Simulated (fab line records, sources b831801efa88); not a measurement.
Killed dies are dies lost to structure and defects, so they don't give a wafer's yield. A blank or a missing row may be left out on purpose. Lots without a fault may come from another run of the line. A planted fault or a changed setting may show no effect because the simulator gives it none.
A struck lot beside a sound one | flow sky130 | 15 steps out of a route of 708
Sound: wafers L925.1, L925.5, L925.6. Struck: wafer L934.1. (L934.5, L934.6 of the same lot were not struck and are left out.) The cause comes at the end.
At each step with rows: each side's tool, then ch and its chambers, then its first start. Under that, the readings that differ: sound wafers | struck wafers | difference of the means | sigmas: that difference in standard deviations of wafers without a fault.
alike: readings whose means differ by less than 2 such deviations, and words and numbers that are the same on both sides. not compared: withheld readings, readings that some wafer has no value for, bounds like >300 that may hide the same value, and numbers for which the record gives no deviation and whose values overlap.
The two part at a step that has a row with sigmas, a row that says differs or no value, or rows on one side only. Numbers that don't overlap but have no deviation are shown without sigmas and don't part them. A reading that every wafer of one side lacks parts them only if that side has two wafers or more.

SKY_METAL2_STRIP_20: strips in O2/N2.
  sound on plasma_asher-04 ch 0,1, day 37 18:25; struck on plasma_asher-01 ch 1, day 41 15:35
  reading                     | sound             | struck | difference | sigmas
  drypump_motor_current_A (A) | 5.7 5.7 5.8       | 6.6    | +0.9       | +2
  oes_product_au (a.u.)       | 0.339 0.349 0.351 | 0.334  | -0.012     | -2
  alike: chamber_pressure_mTorr, strip_time_to_endpoint_s
  not compared: rf_hours_counter_h
then, 4 steps without rows for these wafers: SKY_METAL2_STRIP_21 (strips in post etch residue remover, time 1200 s); SKY_METAL2_CLEAN_22 (cleans in IPA, time 180 s); SKY_METAL2_CLEAN_23 (cleans in O3/DIW); SKY_VIA2_HDPCVD_00 (deposits SiO2, target thk 1180 nm, time 196.7 s).
SKY_VIA2_THK_MEAS_01:
  sound on film_metro-02, day 37 19:08; struck on film_metro-04, day 41 16:38
  alike: VIA2_HDPCVD_THK
SKY_VIA2_CMP_02: polishes SiO2.
  sound on cmp-02 ch 0,1,3, day 37 19:21; struck on cmp-02 ch 2, day 41 16:45
  reading             | sound          | struck | difference | sigmas
  motor_current_A (A) | 11.7 12.8 13.5 | 14.7   | +2.0       | +2
SKY_VIA2_BOW_MEAS_03:
  sound on film_metro-03, day 37 19:30; struck on film_metro-03, day 41 17:00
  alike: VIA2_BOW
then, 4 steps without rows for these wafers: SKY_VIA2_DEHYDRATE_04 (time 60 s); SKY_VIA2_HMDS_05 (prime time 60 s); SKY_VIA2_COAT_06 (resist thk 60 nm); SKY_VIA2_COAT_07 (resist thk 450 nm).
SKY_VIA2_SOFTBAKE_08: time 90 s.
  sound on litho_track-01 ch 0, day 38 08:00; struck on litho_track-04 ch 0, day 42 03:00
  reading          | sound                | struck | difference | sigmas
  run_length_s (s) | 119.23 119.20 119.35 | 121.80 | +2.54      | +12
then, 1 step without rows for these wafers: SKY_VIA2_EXPOSE_09 (exposes mask VIM2, target cd 200 nm).
-- the record jumps here: 8 days lie between the struck wafers' starts before and after (it left off in module VIA2 and takes up again in module PAD_OPEN, whose first step shown is number 708 of the route) --
SKY_PAD_OPEN_PROBE_99:
  sound on prober-01, day 47 20:05; struck on prober-02, day 50 13:47
  reading            | sound    | struck | difference | sigmas
  killed_at_contacts | 23 32 24 | 14     | -12        | -2
  alike: defect_limited_yield, killed_at_M0_to_M3, killed_at_M4_up, killed_at_front_end, killed_at_other, killed_dies, killed_open, killed_short, sort_bin_3_pad_short, sort_bin_5_function, sort_bin_6_memory, sort_n_pass, sort_yield_pct
  not compared: hold

WHERE THEY PART
First at SKY_METAL2_STRIP_20; last, within this record, at SKY_PAD_OPEN_PROBE_99.

WHY: what the simulator had put in
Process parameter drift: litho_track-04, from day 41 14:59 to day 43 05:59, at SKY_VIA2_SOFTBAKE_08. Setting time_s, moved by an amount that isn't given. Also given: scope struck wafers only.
